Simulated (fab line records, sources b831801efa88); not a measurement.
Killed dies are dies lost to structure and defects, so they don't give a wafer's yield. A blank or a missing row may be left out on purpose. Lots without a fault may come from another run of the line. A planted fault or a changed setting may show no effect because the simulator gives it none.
fab line records | flow sfq_line
record lots=5 wafers=15 last_day=85
route steps=325 shown M4@152 I4@163 JJ@178 M5@206
lots that met no fault: from a run of the same line without faults
start_h: hours from the record's first day to the start of the lot's first wafer shown | wait_h: hours since the lot's step before | " the same as in the row above | L1.1+2: a row that stands for several wafers | - no value, or no start given | * or withheld: withheld | < > ~ a bound
route shown NAME@n: a module of which the file shows steps, and the number in the route of the first | usual: mean/standard deviation of fault-free wafers | same: alike in all rows | chamber/n: place in a boat | sites: the reading at each site | _std_site: their standard deviation | _edge_site: outer sites' mean less inner sites' | radius_mm: how far each site lies from the wafer's centre | mask NAME#n: copy n | behind: the tool/chamber that last shaped the wafer | hold: why the lot was held/for how many hours/how that ended | device: the transistor (n, p or np) that didn't switch | end of line: the same wafers' tests at the end of the route | a step without rows: its recipe alone | killed: dies lost to structure and defects at the first sort, not the wafer's yield | map: a wafer's dies, x killed, . not, _ none there
set.NAME: the setting as run; set.NAME@STEP: as run at that earlier step | model.NAME: the simulator's own value behind a step, which no gauge read
lots at some steps of the route; a table a step, a row a wafer
services: from which hour (start_h, from the record's first day; less than 0 if before it) a tool's chamber was out of use, for how many hours, and why
## steps
# step SFQ_TRILAYER_M4_LITHO_COAT_098
# recipe resist=BARC spin_rpm=3000 resist_thk_nm=62
# step SFQ_TRILAYER_M4_LITHO_COAT_093
# recipe resist=KrF spin_rpm=3000 resist_thk_nm=600
# step SFQ_TRILAYER_M4_LITHO_SOFTBAKE_097
# recipe temp_c=withheld time_s=withheld resist=KrF
# step SFQ_TRILAYER_M4_LITHO_EXPOSE_094
# recipe mask_id=M4 na=0.6 source_shape=conventional sigma_outer=0.65 target_cd_nm=500 dose_mj=14.4
# step SFQ_TRILAYER_M4_LITHO_PEB_096
# recipe peb_temp_c=115 peb_time_s=60 resist=KrF
# step SFQ_TRILAYER_M4_LITHO_DEVELOP_095
# recipe time_s=60 resist=KrF
# step SFQ_M4_OVL_MEAS_926
# usual M4_OVL=-4/5.2
# columns lot.wafer tool chamber start_h wait_h M4_OVL[nm]
L962.4 overlay-02 - 961.28 0.1 -13
L962.5 " - " " -9
L962.6 " - " " -7
L966.3 overlay-02 - 976.27 0.1 -5
L966.4 " - " " -5
L966.6 " - " " -4
L970.2 overlay-02 - 993.08 0.1 3
L970.5 " - " " 0
L970.6 " - " " 4
L972.1 overlay-02 - 1064.96 0.1 -8
L972.4 " - " " -1
L972.5 " - " " -5
L979.1 overlay-02 - 1076.96 0.1 -5
L979.3 " - " " -5
L979.5 " - " " -4
# step SFQ_TRILAYER_M4_BARC_OPEN_METAL_ETCH_123
# recipe mask_material=PR chemistry=O2 target_depth_nm=125 target=BARC icp_w=600 bias_w=80 pressure_mtorr=10 time_s=41.7
# usual drypump_motor_current_A=5.9/0.47 oes_product_au=0.685/0.0045 rf_fwd_power_W=593.0/2.6
# columns lot.wafer tool chamber start_h wait_h drypump_motor_current_A oes_product_au rf_fwd_power_W rf_hours_counter_h
L962.4 rie_metal-01 0 961.32 0.0 5.6 0.684 591.1 -
L962.5 " 1 " " 5.3 0.683 588.6 -
L962.6 " 0 " " 5.6 0.680 591.2 -
L966.3 rie_metal-02 1 976.32 0.0 6.2 0.690 590.5 -
L966.4 " 0 " " 5.4 0.685 596.0 -
L966.6 " 0 " " 5.4 0.687 595.0 -
L970.2 rie_metal-01 0 993.11 0.0 5.5 0.682 590.7 86
L970.5 " 1 " " 5.3 0.688 586.1 -
L970.6 " 0 " " 5.6 0.681 592.2 -
L972.1 rie_metal-01 0 1064.99 0.0 5.5 0.688 592.8 97
L972.4 " 0 " " 5.6 0.686 592.7 -
L972.5 " 1 " " 5.3 0.686 590.4 -
L979.1 rie_metal-01 0 1076.99 0.0 5.5 0.687 591.8 100
L979.3 " 1 " " 5.3 0.689 591.2 -
L979.5 " 1 " " 5.3 0.694 587.8 -
# step SFQ_TRILAYER_M4_ETCH_METAL_ETCH_096
# recipe target=Nb stop_on=SiO2 mask_material=PR chemistry=Cl2/Ar target_depth_nm=240 icp_w=600 bias_w=80 pressure_mtorr=10 time_s=120
# usual drypump_motor_current_A=5.9/0.47 oes_product_au=0.896/0.0077 rf_fwd_power_W=596.7/2
# columns lot.wafer tool chamber start_h wait_h drypump_motor_current_A oes_product_au rf_fwd_power_W rf_hours_counter_h
L962.4 rie_metal-01 0 961.40 0.1 5.5 0.899 596.6 -
L962.5 " 1 " " 5.3 0.888 597.6 -
L962.6 " 0 " " 5.6 0.908 596.3 -
L966.3 rie_metal-02 1 976.40 0.1 6.2 0.907 599.3 -
L966.4 " 0 " " 5.4 0.898 599.5 -
L966.6 " 0 " " 5.5 0.902 598.7 -
L970.2 rie_metal-01 0 993.17 0.0 5.6 0.900 597.9 86
L970.5 " 1 " " 5.3 0.889 594.3 -
L970.6 " 0 " " 5.5 0.894 596.5 -
L972.1 rie_metal-01 0 1065.05 0.0 5.6 0.901 601.8 97
L972.4 " 0 " " 5.6 0.878 598.8 -
L972.5 " 1 " " 5.3 0.911 593.9 -
L979.1 rie_metal-01 0 1077.05 0.0 5.6 0.897 596.9 100
L979.3 " 1 " " 5.3 0.889 593.3 -
L979.5 " 1 " " 5.3 0.894 594.7 -
# step SFQ_TRILAYER_M4_STRIP_STRIP_097
# recipe gas=O2 power_w=200 platen_temp_c=40 overash_fraction=0.65 chemistry=O2 pressure_mtorr=50
# step SFQ_TRILAYER_M4_STRIP_SOLV_CLEAN_098
# recipe chemistry=NMP temp_c=70 time_s=600
# step SFQ_TRILAYER_I4_DEP_PECVD_099
# recipe material=SiO2 temp_c=150 time_s=111.11 pressure_torr=2.4 rf_w=183.3 precursor=SiH4/N2O target_thk_nm=500
# step SFQ_TRILAYER_I4_CMP_CMP_100
# recipe material=SiO2 down_force_psi=3 platen_rpm=60 pad_velocity_m_s=0.94248
# usual motor_current_A=10.0/0.57 platen_rpm=60.00/0.039 time_to_endpoint_s=217/9.3
# columns lot.wafer tool chamber start_h wait_h motor_current_A platen_rpm time_to_endpoint_s model.SiO2_of_TRILAYER_I4_DEP_PECVD_099.thk_nm
L962.4 cmp-01 0 970.88 8.5 10.8 60.04 221 199
L962.5 " 3 972.38 10.0 10.0 59.96 221 197.9
L962.6 " 0 " " 10.1 60.02 222 199.5
L966.4 cmp-02 0 988.76 11.4 9.5 59.99 221 199.9
L966.3 " 2 989.76 12.5 10.4 59.99 217 200.7
L966.6 " 0 990.76 13.4 9.6 60.04 219 200.3
L970.2 cmp-02 2 1007.76 13.7 10.7 60.04 220 200
L970.6 " 0 1008.76 14.6 9.3 60.02 212 199.2
L970.5 " 1 " " 10.0 60.04 211 199.7
L972.1 cmp-01 0 1066.03 0.0 11.0 59.99 220 199.3
L972.4 " 3 1067.53 1.5 9.2 60.02 220 198.7
L972.5 " 1 1068.53 2.5 9.9 59.99 245 201.2
L979.1 cmp-01 0 1086.71 8.7 10.8 60.02 244 149.5
L979.3 " 1 " " 9.8 59.94 219 200.4
L979.5 " 3 1088.21 10.2 9.5 59.99 205 199
# step SFQ_I4_BOW_MEAS_927
# recipe mode=bow
# usual I4_BOW=0/8.1
# columns lot.wafer tool chamber start_h wait_h I4_BOW[um]
L962.4 film_metro-02 - 973.44 2.1 -8
L962.5 " - " " -11
L962.6 " - " " -10
L966.3 film_metro-01 - 991.80 1.5 8
L966.4 " - " " 8
L966.6 " - " " 10
L970.2 film_metro-01 - 1009.78 1.5 0
L970.5 " - " " -6
L970.6 " - " " 1
L972.1 film_metro-02 - 1069.03 2.5 -7
L972.4 " - " " 5
L972.5 " - " " 5
L979.1 film_metro-02 - 1088.71 1.5 -9
L979.3 " - " " 0
L979.5 " - " " -4
# step SFQ_TRILAYER_I4_METRO_MEASURE_101
# usual thk_nm=200.0/1.3
# columns lot.wafer tool chamber start_h wait_h thk_nm
L962.4 film_metro-02 - 974.10 0.6 199.0
L962.5 " - " " 197.9
L962.6 " - " " 199.6
L966.3 film_metro-01 - 992.28 0.5 200.6
L966.4 " - " " 199.7
L966.6 " - " " 200.3
L970.2 film_metro-01 - 1010.08 0.3 200.1
L970.5 " - " " 199.7
L970.6 " - " " 199.2
L972.1 film_metro-02 - 1069.15 0.1 199.2
L972.4 " - " " 198.8
L972.5 " - " " 201.3
L979.1 film_metro-02 - 1088.83 0.1 149.6
L979.3 " - " " 200.2
L979.5 " - " " 199.1
# step SFQ_TRILAYER_I4_VIA_LITHO_COAT_108
# recipe resist=BARC spin_rpm=3000 resist_thk_nm=62
# step SFQ_TRILAYER_I4_VIA_LITHO_COAT_103
# recipe resist=KrF spin_rpm=3000 resist_thk_nm=650
# step SFQ_TRILAYER_I4_VIA_LITHO_SOFTBAKE_107
# recipe temp_c=withheld time_s=withheld resist=KrF
# step SFQ_TRILAYER_I4_VIA_LITHO_EXPOSE_104
# recipe mask_id=I4 na=0.6 source_shape=conventional sigma_outer=0.65 target_cd_nm=700 dose_mj=21.3
# step SFQ_TRILAYER_I4_VIA_LITHO_PEB_106
# recipe peb_temp_c=115 peb_time_s=60 resist=KrF
# step SFQ_TRILAYER_I4_VIA_LITHO_DEVELOP_105
# recipe time_s=60 resist=KrF
# step SFQ_I4_OVL_MEAS_928
# usual I4_OVL=-2/5.3
# columns lot.wafer tool chamber start_h wait_h I4_OVL[nm]
L962.4 overlay-01 - 1111.90 0.1 -2
L962.5 " - " " -6
L962.6 " - " " 0
L966.3 overlay-01 - 1126.29 0.1 -2
L966.4 " - " " -4
L966.6 " - " " -5
L970.2 overlay-01 - 1148.79 0.1 4
L970.5 " - " " 5
L970.6 " - " " 7
L972.1 overlay-02 - 1181.18 0.1 -1
L972.4 " - " " -4
L972.5 " - " " -1
L979.1 overlay-02 - 1196.91 0.1 -9
L979.3 " - " " -9
L979.5 " - " " -3
# step SFQ_TRILAYER_I4_VIA_BARC_OPEN_VIA_ETCH_146
# recipe mask_material=PR chemistry=O2 target_depth_nm=125 target=BARC source_w=500 bias_w=80 pressure_mtorr=30 time_s=41.7
# usual drypump_motor_current_A=5.6/0.4 oes_product_au=0.686/0.004 rf_fwd_power_W=495.2/2
# columns lot.wafer tool chamber start_h wait_h drypump_motor_current_A oes_product_au rf_fwd_power_W rf_hours_counter_h
L962.4 rie_diel-03 3 1111.92 0.0 5.1 0.683 492.2 4
L962.5 " 2 " " 6.1 0.688 497.2 -
L962.6 " 3 " " 5.1 0.678 491.6 -
L966.3 rie_diel-02 2 1126.32 0.0 5.5 0.684 494.6 9
L966.4 " 3 " " 5.8 0.684 492.4 13
L966.6 " 2 " " 5.5 0.686 495.1 -
L970.2 rie_diel-03 1 1148.82 0.0 4.8 0.685 496.1 19
L970.5 " 3 " " 5.1 0.690 491.8 -
L970.6 " 2 " " 6.1 0.684 497.2 -
L972.1 rie_diel-02 3 1181.22 0.0 5.8 0.682 496.5 14
L972.4 " 0 " " 5.5 0.692 496.2 15
L972.5 " 0 " " 5.4 0.684 495.2 -
L979.1 rie_diel-02 2 1196.94 0.0 5.5 0.684 493.3 11
L979.3 " 1 " " 5.8 0.684 494.0 14
L979.5 " 3 " " 5.7 0.680 497.0 -
# step SFQ_TRILAYER_I4_VIA_ETCH_VIA_ETCH_106
# recipe target=SiO2 stop_on=Nb mask_material=PR taper_deg=20 chemistry=CHF3 target_depth_nm=260 source_w=500 bias_w=80 pressure_mtorr=30 time_s=withheld
# usual drypump_motor_current_A=5.6/0.4 oes_product_au=0.855/0.0051 rf_fwd_power_W=498.2/1.5
# columns lot.wafer tool chamber start_h wait_h drypump_motor_current_A oes_product_au rf_fwd_power_W model.etch.depth_nm model.I4.feature_depth_nm
L962.4 rie_diel-03 3 1111.96 0.0 5.1 0.848 497.7 199 199
L962.5 " 2 " " 6.1 0.850 497.1 197.9 197.9
L962.6 " 3 " " 5.1 0.859 498.3 199.5 199.5
L966.3 rie_diel-02 2 1126.36 0.0 5.6 0.862 498.3 200.7 200.7
L966.4 " 3 " " 5.8 0.852 496.6 199.9 199.9
L966.6 " 2 " " 5.6 0.857 499.6 200.3 200.3
L970.2 rie_diel-03 1 1148.86 0.0 4.8 0.855 500.7 200 200
L970.5 " 3 " " 5.1 0.853 496.6 199.7 199.7
L970.6 " 2 " " 6.1 0.854 495.0 199.2 199.2
L972.1 rie_diel-02 3 1181.26 0.0 5.7 0.865 497.7 199.3 199.3
L972.4 " 0 " " 5.5 0.846 499.1 198.7 198.7
L972.5 " 0 " " 5.5 0.855 499.6 201.2 201.2
L979.1 rie_diel-02 2 1196.98 0.0 5.6 0.735 495.3 149.5 149.5
L979.3 " 1 " " 5.8 0.859 496.5 200.4 200.4
L979.5 " 3 " " 5.8 0.855 497.9 199 199
# step SFQ_TRILAYER_I4_VIA_STRIP_STRIP_107
# recipe gas=O2 power_w=200 platen_temp_c=40 overash_fraction=0.65 chemistry=O2 pressure_mtorr=50
# usual drypump_motor_current_A=5.6/0.32 oes_product_au=1.002/0.013
# columns lot.wafer tool chamber start_h wait_h drypump_motor_current_A oes_product_au rf_hours_counter_h
L962.4 rie_metal-04 0 1112.27 - 5.7 0.992 -
L962.5 " 1 " " 5.5 0.994 -
L962.6 " 0 " " 5.7 0.986 -
L966.3 rie_metal-01 0 1126.67 - 5.6 1.006 -
L966.4 " 1 " " 5.3 0.994 -
L966.6 " 0 " " 5.6 1.000 -
L970.2 rie_metal-02 0 1148.97 - 5.4 1.000 45
L970.5 " 1 " " 6.2 1.019 -
L970.6 " 0 " " 5.4 1.005 -
L972.1 rie_metal-01 1 1181.37 - 5.3 0.998 135
L972.4 " 0 " " 5.5 1.015 -
L972.5 " 1 " " 5.3 1.002 -
L979.1 rie_metal-01 1 1197.10 - 5.3 0.989 137
L979.3 " 1 " " 5.3 0.993 -
L979.5 " 1 " " 5.3 0.997 -
# step SFQ_TRILAYER_I4_VIA_STRIP_SOLV_CLEAN_108
# recipe chemistry=NMP temp_c=70 time_s=600
# step SFQ_TRILAYER_JJ_TRILAYER_DEP_PRE_CLEAN_113
# recipe gas=Ar time_s=22.5 bias_v=250
# step SFQ_TRILAYER_JJ_TRILAYER_DEP_SPUTTER_109
# recipe material=Nb base_pressure_pa=1.33e-06 chamber_pressure_pa=0.1333 substrate_temp_c=20 target_thk_nm=150 power_w=2000 time_s=100
# usual throttle_valve_pct=29.4/0.8
# columns lot.wafer tool chamber start_h wait_h throttle_valve_pct
L962.4 pvd_sputter-05 - 1112.87 0.0 28.7
L962.5 " - " " 28.8
L962.6 " - " " 29.7
L966.3 pvd_sputter-03 - 1127.27 0.0 29.0
L966.4 " - " " 30.7
L966.6 " - " " 28.6
L970.2 pvd_sputter-05 - 1149.78 0.0 29.8
L970.5 " - " " 28.8
L970.6 " - " " 28.8
L972.1 pvd_sputter-05 - 1182.18 0.0 28.8
L972.4 " - " " 29.7
L972.5 " - " " 28.7
L979.1 pvd_sputter-03 - 1197.90 0.0 30.8
L979.3 " - " " 30.1
L979.5 " - " " 30.3
# step SFQ_TRILAYER_JJ_TRILAYER_DEP_SPUTTER_110
# recipe material=Al base_pressure_pa=1.33e-06 target_thk_nm=8 power_w=500 time_s=10 chamber_pressure_pa=0.4
# step SFQ_TRILAYER_JJ_TRILAYER_DEP_AL_OXIDATION_111
# recipe pressure_mbar=0.014667 oxidation_time_s=600 temperature_k=293
# step SFQ_TRILAYER_JJ_TRILAYER_DEP_SPUTTER_112
# recipe material=Nb base_pressure_pa=1.33e-06 chamber_pressure_pa=0.1333 substrate_temp_c=20 target_thk_nm=170 power_w=2000 time_s=113.3
# step SFQ_JJ_RS_MEAS_929
# recipe thk_meas_gauge=four-point-probe reads=Nb_of_TRILAYER_JJ_TRILAYER_DEP_SPUTTER_112
# usual JJ_NB_RS=1.047/0.013
# columns lot.wafer tool chamber start_h wait_h JJ_NB_RS[ohm/sq]
L962.4 film_metro-03 - 1114.11 0.1 1.049
L962.5 " - " " 1.033
L962.6 " - " " 1.040
L966.3 film_metro-02 - 1128.49 0.1 1.065
L966.4 " - " " 1.051
L966.6 " - " " 1.042
L970.2 film_metro-02 - 1150.97 0.1 1.045
L970.5 " - " " 1.036
L970.6 " - " " 1.042
L972.1 film_metro-03 - 1183.35 0.0 1.038
L972.4 " - " " 1.061
L972.5 " - " " 1.049
L979.1 film_metro-04 - 1199.07 0.0 1.058
L979.3 " - " " 1.039
L979.5 " - " " 1.059
# step SFQ_TRILAYER_JJ_CE_LITHO_COAT_119
# recipe resist=BARC spin_rpm=3000 resist_thk_nm=62
# step SFQ_TRILAYER_JJ_CE_LITHO_COAT_114
# recipe resist=KrF spin_rpm=3000 resist_thk_nm=600
# step SFQ_TRILAYER_JJ_CE_LITHO_SOFTBAKE_118
# recipe temp_c=withheld time_s=withheld resist=KrF
# step SFQ_TRILAYER_JJ_CE_LITHO_EXPOSE_115
# recipe mask_id=J5 na=0.6 source_shape=conventional sigma_outer=0.65 target_cd_nm=700 dose_mj=14.4
# step SFQ_TRILAYER_JJ_CE_LITHO_PEB_117
# recipe peb_temp_c=115 peb_time_s=60 resist=KrF
# step SFQ_TRILAYER_JJ_CE_LITHO_DEVELOP_116
# recipe time_s=60 resist=KrF
# step SFQ_JJ_OVL_MEAS_931
# usual J5_OVL=0/5.7
# columns lot.wafer tool chamber start_h wait_h J5_OVL[nm]
L962.4 overlay-02 - 1116.62 0.1 -2
L962.5 " - " " 6
L962.6 " - " " -2
L966.3 overlay-01 - 1240.94 0.1 4
L966.4 " - " " -3
L966.6 " - " " -2
L970.2 overlay-01 - 1272.13 0.1 2
L970.5 " - " " 8
L970.6 " - " " 2
L972.1 overlay-01 - 1302.02 0.1 1
L972.4 " - " " 6
L972.5 " - " " 4
L979.1 overlay-01 - 1324.82 0.1 -6
L979.3 " - " " 4
L979.5 " - " " -4
# step SFQ_TRILAYER_JJ_CE_METRO_MEASURE_117
# step SFQ_TRILAYER_JJ_CE_BARC_OPEN_RIE_150
# recipe mask_material=PR chemistry=O2 target_depth_nm=240 target=BARC icp_w=600 bias_w=80 pressure_mtorr=10 time_s=80
# step SFQ_TRILAYER_M5_ETCH_METAL_ETCH_126
# recipe target=Nb stop_on=SiO2 mask_material=PR over_etch_frac=0.15 time_s=203.2 chemistry=Cl2/BCl3 target_depth_nm=265 icp_w=600 bias_w=80 pressure_mtorr=10
# usual drypump_motor_current_A=5.8/0.42 oes_product_au=0.729/0.0069 rf_fwd_power_W=597.6/2
# columns lot.wafer tool chamber start_h wait_h drypump_motor_current_A oes_product_au rf_fwd_power_W rf_hours_counter_h model.SiO2_of_TRILAYER_I4_DEP_PECVD_099.thk_nm
L962.4 rie_metal-03 0 1236.53 0.1 6.2 0.725 600.3 - 179.1
L962.5 " 1 " " 6.6 0.722 598.5 - 178.3
L962.6 " 0 " " 6.2 0.722 595.9 - 179.7
L966.3 rie_metal-01 1 1252.23 0.1 5.3 0.734 597.9 - 181
L966.4 " 0 " " 5.6 0.731 598.1 - 180
L966.6 " 0 " " 5.6 0.739 598.8 - 180.4
L970.2 rie_metal-03 0 1400.42 0.0 6.2 0.722 596.6 29 180.2
L970.5 " 1 " " 6.6 0.725 596.3 - 180
L970.6 " 0 " " 6.2 0.726 598.2 - 179.3
L972.1 rie_metal-04 0 1439.15 0.1 5.7 0.726 599.4 15 180.1
L972.4 " 0 " " 5.7 0.726 595.7 - 179.5
L972.5 " 0 " " 5.7 0.722 595.9 - 182
L979.1 rie_metal-04 0 1456.13 0.1 5.7 0.729 597.8 20 130.3
L979.3 " 0 " " 5.7 0.735 595.2 - 181.1
L979.5 " 0 " " 5.7 0.734 596.4 - 179.8
## services
# columns tool chamber start_h hours kind
rie_metal-01 - 953.63 1.0 repair
film_metro-02 - 957.60 0.9 pm
rie_metal-01 1 976.91 1.0 repair
rie_metal-01 1 994.76 3.1 repair
rie_diel-02 - 1003.75 0.5 repair
rie_diel-03 2 1064.09 11.7 repair
rie_diel-03 - 1091.43 0.8 repair
rie_diel-03 0 1099.35 8.3 repair
rie_diel-02 2 1101.31 9.8 repair
rie_diel-03 2 1103.77 7.6 repair
rie_diel-03 3 1106.54 2.4 repair
rie_diel-03 0 1114.30 4.3 repair
rie_diel-03 - 1135.80 0.3 repair
rie_diel-02 2 1287.22 9.6 repair
rie_diel-03 0 1304.18 5.0 repair
rie_diel-03 0 1315.23 6.9 repair
rie_diel-03 1 1321.77 2.4 repair
rie_diel-03 2 1327.40 3.4 repair
rie_metal-01 1 1386.96 23.0 repair
rie_diel-02 3 1389.67 40.2 repair
rie_diel-03 0 1400.16 2.2 repair
rie_diel-02 0 1424.11 1.8 repair
rie_diel-02 2 1425.53 10.5 repair
rie_diel-03 3 1443.35 4.9 repair
## key
first_sign step=SFQ_TRILAYER_I4_METRO_MEASURE_101 reading=thk_nm direction=down sigmas=40 usual=200.0 struck=149.6
effect step=SFQ_TRILAYER_I4_VIA_ETCH_VIA_ETCH_106 reading=oes_product_au direction=down sigmas=23 usual=0.855 struck=0.735
model_effect step=SFQ_TRILAYER_I4_CMP_CMP_100 value=SiO2_of_TRILAYER_I4_DEP_PECVD_099.thk_nm without=199.5 struck=149.5
model_effect step=SFQ_TRILAYER_I4_VIA_ETCH_VIA_ETCH_106 value=etch.depth_nm without=199.5 struck=149.5
model_effect step=SFQ_TRILAYER_M5_ETCH_METAL_ETCH_126 value=SiO2_of_TRILAYER_I4_DEP_PECVD_099.thk_nm without=180.3 struck=130.3
met_at SFQ_TRILAYER_I4_CMP_CMP_100
struck_wafers L979.1
onset_between 1066.03 1086.71
fault kind=process_parameter_drift tool=cmp-01 chamber=- onset_h=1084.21 steps=SFQ_TRILAYER_I4_CMP_CMP_100 channel=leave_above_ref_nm offset=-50 shape=step end_h=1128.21 scope=struck_wafers_only acts_in=these_recipes_only stated=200
